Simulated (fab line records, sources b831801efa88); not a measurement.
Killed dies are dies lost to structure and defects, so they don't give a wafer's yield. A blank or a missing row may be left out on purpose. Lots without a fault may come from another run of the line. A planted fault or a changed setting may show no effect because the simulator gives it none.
Which tool did it? | flow gf180mcu | 13 lots, 38 wafers sampled, at 3 steps of a route of 602

WHAT THE GAUGES READ, wafer by wafer
GF_TOP_METAL_RS_MEAS_05: measures by four-point-probe.
lot  | measured     | on            | TOP_METAL_ALCU_RS (ohm/sq)
L135 | day 27 00:10 | film_metro-02 | 0.0329 0.0330 0.0327
L136 | day 27 14:39 | film_metro-04 | 0.0329 0.0327 0.0331
L138 | day 28 00:07 | film_metro-04 | 0.0324 0.0329 0.0324
L140 | day 28 16:34 | film_metro-02 | 0.0326 0.0327 0.0325
L141 | day 29 12:55 | film_metro-04 | 0.0332 0.0325
L148 | day 31 03:19 | film_metro-03 | 0.0329 0.0331 0.0328
L150 | day 31 14:39 | film_metro-04 | 0.0331 0.0326 0.0330
L151 | day 31 23:25 | film_metro-03 | 0.0328 0.0330 0.0328
L152 | day 32 07:35 | film_metro-02 | 0.0327 0.0325 0.0328
L153 | day 32 11:38 | film_metro-03 | 0.0333 0.0331 0.0335
L155 | day 33 00:24 | film_metro-02 | 0.0335 0.0332 0.0329
L156 | day 33 07:37 | film_metro-03 | 0.0324 0.0322 0.0326
L158 | day 33 17:22 | film_metro-04 | 0.0331 0.0327 0.0328

WHICH TOOL RAN EACH LOT (tool, then ch and the chambers of the sampled wafers, then the start)
lot  | GF_V5_CVD_23                  | GF_V5_CMP_26
L135 | cvd_w-01 ch 0,1, day 26 23:22 | cmp-02 ch 0,1, day 26 23:42
L136 | cvd_w-01 ch 0,1, day 27 13:50 | cmp-01 ch 0,1, day 27 14:05
L138 | cvd_w-01 ch 0,1, day 27 23:18 | cmp-01 ch 1,2,3, day 27 23:35
L140 | cvd_w-01 ch 0,1, day 28 15:44 | cmp-02 ch 0,1,3, day 28 16:01
L141 | cvd_w-01 ch 0,1, day 29 12:05 | cmp-02 ch 1,2, day 29 12:26
L148 | cvd_w-01 ch 0,1, day 31 02:29 | cmp-02 ch 0,3, day 31 02:47
L150 | cvd_w-01 ch 0,1, day 31 13:49 | cmp-01 ch 1,2,3, day 31 14:10
L151 | cvd_w-01 ch 0, day 31 22:29   | cmp-01 ch 0,3, day 31 22:56
L152 | cvd_w-01 ch 0,1, day 32 06:47 | cmp-02 ch 0,1,3, day 32 07:04
L153 | cvd_w-02 ch 1, day 32 10:48   | cmp-02 ch 1,2, day 32 11:05
L155 | cvd_w-02 ch 0,1, day 32 23:35 | cmp-01 ch 0,1,3, day 32 23:59
L156 | cvd_w-02 ch 0,1, day 33 06:47 | cmp-02 ch 1,2,3, day 33 07:05
L158 | cvd_w-02 ch 0,1, day 33 16:16 | cmp-01 ch 0,2, day 33 16:48
- GF_V5_CVD_23: deposits W, target thk 350 nm, time 104.9 s.
- GF_V5_CMP_26: polishes, stops on SiO2, t overpolish 15 s, target thk 0 nm.

WHAT THE TOOLS THEMSELVES READ (means of the sampled wafers that have a number; where no wafer has one, the mark that the record gives instead)
GF_V5_CVD_23.
lot  | tool     | heater_power_w (W) | run_length_s (s)
L135 | cvd_w-01 | 944                | 132.7
L136 | cvd_w-01 | 912                | 132.3
L138 | cvd_w-01 | 929                | 132.8
L140 | cvd_w-01 | 944                | 132.8
L141 | cvd_w-01 | 934                | 132.6
L148 | cvd_w-01 | 902                | 132.6
L150 | cvd_w-01 | 910                | 132.4
L151 | cvd_w-01 | 970                | 133.1
L152 | cvd_w-01 | 947                | 133.0
L153 | cvd_w-02 | 927                | 133.3
L155 | cvd_w-02 | 915                | 133.2
L156 | cvd_w-02 | 932                | 133.2
L158 | cvd_w-02 | 931                | 133.7

GF_V5_CMP_26.
lot  | tool   | motor_current_A (A) | overpolish_run_s (s) | time_to_endpoint_s (s)
L135 | cmp-02 | 10.6                | 14.995               | 82
L136 | cmp-01 | 10.9                | 15.005               | 86
L138 | cmp-01 | 10.7                | 14.997               | 85
L140 | cmp-02 | 10.2                | 15.000               | 83
L141 | cmp-02 | 11.3                | 14.984               | 82
L148 | cmp-02 | 10.4                | 15.002               | 83
L150 | cmp-01 | 10.6                | 15.007               | 81
L151 | cmp-01 | 11.8                | 15.002               | 77
L152 | cmp-02 | 10.4                | 15.007               | 80
L153 | cmp-02 | 11.6                | 14.998               | 83
L155 | cmp-01 | 10.9                | 15.005               | 80
L156 | cmp-02 | 10.8                | 14.994               | 87
L158 | cmp-01 | 11.8                | 15.000               | 79

THE ANSWER, worked out from the rows above alone
Rule: what is usual is taken from the lots themselves. Put in order of their means at a reading, lots are off if they are a third of the lots or fewer, leave a main group of 4 or more, and stand apart from it by a gap of 3 or more times the standard deviation of the main group's means; of several such gaps the widest counts. A main group whose means are all the same, to the digits that the tables above print for the reading, isn't used. A lot without any number at a reading at which 4 lots or more have one is off too. The other lots that the step has rows for count as sound. The gauges are gone through in route order, then the tools' own readings, and for those a lot's mean is taken as printed above. The first step at which some lot is off is used, and at that step the reading that is off furthest; a lot without a number counts as furthest.
No lot is off at any reading shown: from this, nothing can be told.

WHAT THE SIMULATOR HAD PUT IN
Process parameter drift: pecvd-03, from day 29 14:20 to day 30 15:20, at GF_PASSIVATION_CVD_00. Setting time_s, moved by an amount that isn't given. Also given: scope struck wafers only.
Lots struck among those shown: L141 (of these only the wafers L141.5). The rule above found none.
